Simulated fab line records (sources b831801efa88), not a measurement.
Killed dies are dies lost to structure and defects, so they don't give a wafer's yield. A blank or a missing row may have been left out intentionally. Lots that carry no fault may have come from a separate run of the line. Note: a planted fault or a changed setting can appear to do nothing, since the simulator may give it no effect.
The tool behind it: which one? + flow sky130 + Sampling: 6 lots, 17 wafers, 2 of 708 route steps

## WHAT THE GAUGES READ, wafer by wafer
SKY_CONTACT_THK_MEAS_03.
| lot  | measured     | on            | CONTACT_HDPCVD_THK (nm) |
|------|--------------|---------------|-------------------------|
| L632 | day 32 12:17 | film metro-02 | 557 552 559             |
| L634 | day 32 20:13 | film metro-04 | 572 556 561             |
| L636 | day 33 13:38 | film metro-02 | 568 561 560             |
| L640 | day 34 18:04 | film metro-02 | 557 656 556 656         |
| L648 | day 37 06:04 | film metro-02 | 556 561 563             |
| L650 | day 37 16:52 | film metro-04 | 559 569 563             |

## WHAT TOOL EACH LOT RAN ON (gives the tool, then ch and the chambers of the sampled wafers, and finally the start)
| lot  | SKY_CONTACT_HDPCVD_02            |
|------|----------------------------------|
| L632 | hdpcvd-01 ch 1,2, day 32 12:12   |
| L634 | hdpcvd-01 ch 0,2, day 32 20:08   |
| L636 | hdpcvd-02 ch 1,2, day 33 13:32   |
| L640 | hdpcvd-02 ch 0, day 34 17:59     |
| L648 | hdpcvd-01 ch 0,1,2, day 37 06:00 |
| L650 | hdpcvd-02 ch 0,1, day 37 16:48   |
- SKY_CONTACT_HDPCVD_02: deposits SiO2, target thk 565 nm, time 94.2 s.

## THE ANSWER, worked out from the rows above alone
Rule: the usual values come from the lots themselves. Put in order of their means at a reading, lots are off if they are a third of the lots or fewer, leave a main group of 4 or more, and stand apart from it by a gap of 3 or more times the standard deviation of the main group's means; of several such gaps the widest counts. A main group is skipped when, at the precision printed for the reading in the tables above, its means are all equal. Also off: a lot with no number at a reading for which 4 or more lots have one. Any other lot the step has rows for is counted as sound.
Off: L640, seen at SKY_CONTACT_THK_MEAS_03 (CONTACT_HDPCVD_THK). Mean 561 nm and standard deviation 2.9 in the main group.
If a tool, at a process step before that reading, ran all the lots that are off and no sound lot after the first of them, it fits. The gauges at SKY_CONTACT_THK_MEAS_03 are tried like those tools. No candidate that was tried fits.

## WHAT THE SIMULATOR HAD INSERTED
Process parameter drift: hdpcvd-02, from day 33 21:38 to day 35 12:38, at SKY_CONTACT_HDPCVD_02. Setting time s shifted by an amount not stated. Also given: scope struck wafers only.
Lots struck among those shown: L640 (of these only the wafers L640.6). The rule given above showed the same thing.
